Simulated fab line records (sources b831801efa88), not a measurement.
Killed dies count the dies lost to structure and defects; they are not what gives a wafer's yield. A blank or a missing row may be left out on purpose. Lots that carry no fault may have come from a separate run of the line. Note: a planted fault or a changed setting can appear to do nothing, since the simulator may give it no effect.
fab line records | flow sky130
[record] lots = 7 | wafers = 21 | lastDay = 50
route steps=708 shown PWDE@53 NWELL@56 PAD_OPEN@708
lots that met no fault: taken from a fault-free run of the same line
startH: hours from the record's opening day to when the first of the lot's shown wafers began | waitH: time in hours since the lot's previous step | " unchanged from the row above | L1.1+2: a row that stands for several wafers | - either no value or no given start | * or withheld: withheld | < > ~ a bound
route shown NAME@n: names a module that has steps shown in the file, with the first one's number in the route | usual: the fault-free wafers' mean and standard deviation | same: alike in all rows | chamber/n: place in a boat | sites: readings site by site | _std_site: their standard deviation | _edge_site: the outer-site mean with the inner-site mean subtracted | radiusMm: how far each site lies from the wafer's centre | mask NAME#n: copy n | behind: the tool/chamber that last shaped the wafer | hold: reason for holding the lot/hours on hold/outcome of the hold | device: whichever transistor did not switch (one of n, p or np) | end of line: the route-end tests of the same wafers | a step with no rows: only its recipe | killed: count of dies lost to structure and defects at first sort (not the wafer's yield) | map: dies across one wafer; x = killed, . = not, _ = none there
set.NAME: the setting the step ran with; set.NAME@STEP: the setting that earlier step ran with | model.NAME: the simulator's own value behind a step, which no gauge read
lots seen at some steps along the route; tables by step, rows by wafer
services: a tool's chamber out of use, with start hour (startH, from the record's first day; less than 0 if before it), hours out, and reason
[[steps]]
[step SKY_PWDE_IMPLANT_08]
[recipe] species = B | energyKev = 150 | doseCm2 = 3.6e+12 | tiltDeg = withheld
[step SKY_PWDE_STRIP_09]
[recipe] chemistry = O2/N2 | powerW = 1400 | pressureMtorr = 1500 | platenTempC = withheld | o2FlowSccm = 3000 | n2FlowSccm = 300 | overashFraction = 0.5
[usual] drypumpMotorCurrentA = 5.8/0.46 | n2FlowSccm = 299.9/0.83 | oesProductAu = 0.722/0.0041 | stripTimeToEndpointS = 36.91/0.092
lot.wafer | tool           | chamber | startH | waitH | drypumpMotorCurrentA | n2FlowSccm | oesProductAu | rfHoursCounterH | stripTimeToEndpointS
L755.1    | plasmaAsher-01 | 1       | 110.31 | 0.1   | 6.6                  | 300.1      | 0.720        | 40              | 36.97
L755.2    | "              | 0       | "      | "     | 5.6                  | 299.0      | 0.721        | 40              | 37.04
L755.6    | "              | 0       | "      | "     | 5.6                  | 299.8      | 0.730        | -               | 37.07
L757.1    | plasmaAsher-03 | 1       | 118.47 | 0.1   | 5.5                  | 300.2      | 0.720        | 0               | 36.88
L757.5    | "              | 0       | "      | "     | 5.2                  | 299.6      | 0.715        | -               | 36.86
L757.6    | "              | 1       | "      | "     | 5.5                  | 299.1      | 0.726        | -               | 36.80
L758.1    | plasmaAsher-01 | 0       | 125.36 | 0.1   | 5.6                  | 300.0      | 0.725        | 42              | 36.83
L758.2    | "              | 1       | "      | "     | 6.6                  | 300.2      | 0.726        | 42              | 36.83
L758.3    | "              | 1       | "      | "     | 6.6                  | 300.3      | 0.720        | -               | 36.89
L759.3    | plasmaAsher-02 | 1       | 129.75 | 0.1   | 6.1                  | 299.2      | 0.721        | -               | 36.93
L759.5    | "              | 1       | "      | "     | 6.1                  | 298.4      | 0.723        | -               | 36.90
L759.6    | "              | 0       | "      | "     | 6.0                  | 300.3      | 0.716        | -               | 36.95
L761.2    | plasmaAsher-02 | 0       | 150.62 | 0.1   | 6.0                  | 300.1      | 0.719        | 34              | 37.00
L761.4    | "              | 0       | "      | "     | 5.9                  | 300.2      | 0.722        | -               | 36.95
L761.6    | "              | 0       | "      | "     | 6.0                  | 300.5      | 0.726        | -               | 36.89
L765.2    | plasmaAsher-01 | 0       | 178.96 | 0.1   | 5.6                  | 300.6      | 0.721        | 48              | 36.65
L765.3    | "              | 0       | "      | "     | 5.6                  | 300.4      | 0.731        | -               | 36.75
L765.4    | "              | 1       | "      | "     | 6.6                  | 301.6      | 0.726        | -               | 36.74
L766.1    | plasmaAsher-01 | 1       | 187.42 | 0.1   | 6.6                  | 301.2      | 0.727        | 49              | 36.89
L766.5    | "              | 0       | "      | "     | 5.6                  | 298.8      | 0.720        | -               | 36.90
L766.6    | "              | 1       | "      | "     | 6.6                  | 301.0      | 0.726        | -               | 36.90
[step SKY_PWDE_TW_MEAS_10]
[usual] PWDE_TW = 372.3/2.7
lot.wafer | tool         | chamber | startH | waitH | PWDE_TW
L755.1    | filmMetro-02 | -       | 110.41 | 0.1   | 369.9
L755.2    | "            | -       | "      | "     | 367.3
L755.6    | "            | -       | "      | "     | 368.1
L757.1    | filmMetro-04 | -       | 118.57 | 0.1   | 370.3
L757.5    | "            | -       | "      | "     | 371.4
L757.6    | "            | -       | "      | "     | 371.6
L758.1    | filmMetro-04 | -       | 125.46 | 0.1   | 373.9
L758.2    | "            | -       | "      | "     | 374.6
L758.3    | "            | -       | "      | "     | 370.4
L759.3    | filmMetro-01 | -       | 129.84 | 0.1   | 376.1
L759.5    | "            | -       | "      | "     | 376.3
L759.6    | "            | -       | "      | "     | 377.3
L761.2    | filmMetro-01 | -       | 150.73 | 0.1   | 371.6
L761.4    | "            | -       | "      | "     | 371.4
L761.6    | "            | -       | "      | "     | 372.9
L765.2    | filmMetro-04 | -       | 179.07 | 0.1   | 372.6
L765.3    | "            | -       | "      | "     | 372.7
L765.4    | "            | -       | "      | "     | 370.2
L766.1    | filmMetro-04 | -       | 187.52 | 0.1   | 370.2
L766.5    | "            | -       | "      | "     | 371.9
L766.6    | "            | -       | "      | "     | 371.7
[step SKY_NWELL_DEHYDRATE_03]
[recipe] tempC = 200 | timeS = 60
[step SKY_NWELL_HMDS_04]
[recipe] primeTimeS = 60 | primeTempC = 120
[step SKY_NWELL_COAT_05]
[recipe] spinRpm = 2000 | resistThkNm = 3000
[step SKY_NWELL_SOFTBAKE_06]
[recipe] tempC = 110 | timeS = withheld
[step SKY_NWELL_EXPOSE_07]
[recipe] maskId = NWM | na = 0.6 | sourceShape = conventional | sigmaOuter = 0.6 | polarization = unpolarized | targetCdNm = 840 | doseMj = 255
[step SKY_NWELL_PEB_08]
[recipe] tempC = 115 | timeS = withheld
[step SKY_NWELL_DEVELOP_09]
[recipe] wallAngleDeg = 90 | developer = TMAH | developTimeS = 60 | devTempC = 23
[step SKY_NWELL_OVL_MEAS_10]
[usual] NWELL_00_OVL = -1.7/1.2
lot.wafer | tool       | chamber | startH | waitH | NWELL_00_OVL[nm]
L755.1    | overlay-02 | -       | 127.03 | -     | 0.2
L755.2    | "          | -       | "      | "     | -1.1
L755.6    | "          | -       | "      | "     | -0.4
L757.1    | overlay-01 | -       | 135.07 | -     | -1.8
L757.5    | "          | -       | "      | "     | -3.7
L757.6    | "          | -       | "      | "     | -3.5
L758.1    | overlay-01 | -       | 142.74 | -     | -1.6
L758.2    | "          | -       | "      | "     | -2.9
L758.3    | "          | -       | "      | "     | -2.5
L759.3    | overlay-01 | -       | 147.30 | -     | -0.7
L759.5    | "          | -       | "      | "     | -1.1
L759.6    | "          | -       | "      | "     | 0.3
L761.2    | overlay-01 | -       | 169.69 | -     | -0.2
L761.4    | "          | -       | "      | "     | -1.8
L761.6    | "          | -       | "      | "     | -0.6
L765.2    | overlay-01 | -       | 199.60 | -     | -1.4
L765.3    | "          | -       | "      | "     | -2.9
L765.4    | "          | -       | "      | "     | -3.6
L766.1    | overlay-01 | -       | 208.64 | -     | -4.7
L766.5    | "          | -       | "      | "     | -5.5
L766.6    | "          | -       | "      | "     | -2.4
[step SKY_NWELL_IMPLANT_11]
[recipe] species = P | energyKev = 400 | doseCm2 = 1.9e+13 | tiltDeg = withheld
[step SKY_NWELL_IMPLANT_12]
[recipe] species = P | energyKev = 120 | doseCm2 = 1.3e+12 | tiltDeg = withheld
[usual] beamEnergyKeV = 120.00/0.033 | beamOnS = 10.00/0.23 | doseIonsCm2 = 1.3e+12/1.5e+09
lot.wafer | tool         | chamber | startH | waitH | beamEnergyKeV | beamOnS | doseIonsCm2 | model.implant.rpNm
L755.1    | implanter-01 | 0       | 127.22 | 0.1   | 120.03        | 10.17   | 1.298e+12   | 142.5
L755.2    | "            | 0       | "      | "     | 120.00        | 9.99    | 1.3001e+12  | 142.5
L755.6    | "            | 0       | "      | "     | 119.99        | 10.03   | 1.299e+12   | 142.5
L757.1    | implanter-02 | 0       | 135.28 | 0.1   | 119.99        | 9.85    | 1.2992e+12  | 150.8
L757.5    | "            | 0       | "      | "     | 120.02        | 9.91    | 1.3034e+12  | 150.8
L757.6    | "            | 0       | "      | "     | 120.01        | 9.87    | 1.3016e+12  | 150.8
L758.1    | implanter-01 | 0       | 142.93 | 0.1   | 114.44        | 9.91    | 1.3002e+12  | 142.4
L758.2    | "            | 0       | "      | "     | 114.44        | 10.02   | 1.3011e+12  | 142.4
L758.3    | "            | 0       | "      | "     | 114.35        | 10.06   | 1.2997e+12  | 142.4
L759.3    | implanter-01 | 0       | 147.52 | 0.1   | 114.46        | 9.90    | 1.3001e+12  | 136.8
L759.5    | "            | 0       | "      | "     | 114.44        | 10.24   | 1.3015e+12  | 136.8
L759.6    | "            | 0       | "      | "     | 114.43        | 9.88    | 1.3e+12     | 136.8
L761.2    | implanter-01 | 0       | 169.90 | 0.1   | 114.41        | 9.69    | 1.2981e+12  | 142.2
L761.4    | "            | 0       | "      | "     | 114.38        | 9.98    | 1.2995e+12  | 142.2
L761.6    | "            | 0       | "      | "     | 114.44        | 9.70    | 1.2997e+12  | 142.2
L765.2    | implanter-04 | 0       | 199.80 | 0.1   | 119.93        | 10.11   | 1.3011e+12  | 152.1
L765.3    | "            | 0       | "      | "     | 119.91        | 9.80    | 1.2998e+12  | 152.1
L765.4    | "            | 0       | "      | "     | 119.99        | 10.00   | 1.2984e+12  | 152.1
L766.1    | implanter-04 | 0       | 208.83 | 0.1   | 119.97        | 10.14   | 1.3e+12     | 151.5
L766.5    | "            | 0       | "      | "     | 120.06        | 10.26   | 1.2994e+12  | 151.5
L766.6    | "            | 0       | "      | "     | 119.94        | 10.15   | 1.3018e+12  | 151.5
[step SKY_NWELL_IMPLANT_13]
[recipe] species = P | energyKev = 50 | doseCm2 = 7e+11 | tiltDeg = withheld
[step SKY_PAD_OPEN_PROBE_99]
[usual] killed_at_M0_to_M3 = 44/7.3 | killed_at_M4_up = 3.2/1.8 | killedAtContacts = 24/5.4 | killedAtFrontEnd = 16/4.4 | killedAtOther = 0.3/0.48 | killedDies = 86/9.5 | killedOpen = 47/7.7 | killedShort = 39/6.4
[same] grossDies = 492 | killedAtBackSide = 0
lot.wafer | tool      | chamber | startH  | waitH | killed_at_M0_to_M3 | killed_at_M4_up | killedAtContacts | killedAtFrontEnd | killedAtOther | killedDies | killedOpen | killedShort
L755.1    | prober-01 | -       | 1109.21 | 0.1   | 37                 | 2               | 20               | 18               | 0             | 77         | 39         | 38
L755.6    | prober-01 | -       | 1109.46 | 0.2   | 38                 | 7               | 24               | 19               | 0             | 88         | 48         | 40
L758.2    | prober-02 | -       | 1126.83 | 0.1   | 55                 | 3               | 18               | 18               | 1             | 95         | 55         | 40
// killed by level:class
L755.1 CONTACT:geometricParticle:open=11 FIELD_ISO:geometricParticle:short=6 POLY_GATE:geometricParticle:short=6 VIA1:geometricParticle:open=6 METAL2:geometricParticle:short=6 VIA1:geometricParticle:short=5 VIA2:geometricParticle:open=5 METAL1:geometricParticle:short=5
L755.6 VIA1:geometricParticle:open=14 CONTACT:geometricParticle:open=8 FIELD_ISO:geometricParticle:open=7 VIA3:geometricParticle:short=7 LI_CONTACT:geometricParticle:open=5 LOCAL_INTERCONNECT:geometricParticle:short=5 METAL2:geometricParticle:short=5 FIELD_ISO:geometricParticle:short=4
L758.2 VIA1:geometricParticle:open=15 VIA3:geometricParticle:open=12 VIA2:geometricParticle:open=7 FIELD_ISO:geometricParticle:short=5 POLY_GATE:geometricParticle:open=5 VIA1:geometricParticle:short=5 LOCAL_INTERCONNECT:geometricParticle:short=5 CONTACT:geometricParticle:open=5
[[services]]
tool           | chamber | startH | hours | kind
implanter-01   | -       | 88.83  | 2.4   | repair
plasmaAsher-03 | -       | 108.75 | 9.0   | pm
plasmaAsher-03 | 0       | 108.75 | 9.0   | ventCycle
plasmaAsher-03 | 1       | 108.75 | 9.0   | ventCycle
plasmaAsher-03 | 0       | 117.75 | -     | clean
plasmaAsher-03 | 1       | 117.75 | -     | clean
implanter-04   | -       | 155.72 | 4.4   | pm
plasmaAsher-02 | -       | 163.91 | 2.8   | pm
implanter-02   | -       | 164.41 | 5.5   | pm
implanter-01   | -       | 187.90 | 3.5   | repair
plasmaAsher-01 | -       | 206.96 | 1.0   | repair
[[key]]
[firstSign] step = SKY_NWELL_IMPLANT_12 | reading = beamEnergyKeV | direction = down | sigmas = 99+ | usual = * | struck = *
effect none on later readings
[modelEffect] step = SKY_NWELL_IMPLANT_12 | value = implant.rpNm | without = 147.7 | struck = 140.5
metAt SKY_NWELL_IMPLANT_12
struckWafers L758.1,L758.2,L758.3,L759.3,L759.5,L759.6,L761.2,L761.4,L761.6
testerLeftOut L758,L759,L761
onsetBetween 127.22 142.93
[fault] kind = processParameterDrift | tool = implanter-01 | chamber = - | onsetH = 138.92 | steps = SKY_NWELL_IMPLANT_12 | channel = energyKev | offset = * | shape = step | endH = 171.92 | actsIn = * | stated = *
// testerLeftOut: of these lots the tester's yield and bins aren't shown, on N5 and GAA mostly nor the transistor test; their killed dies are dies lost to structure and defects alone, not to doping, threshold or leakage, so they don't give the yield
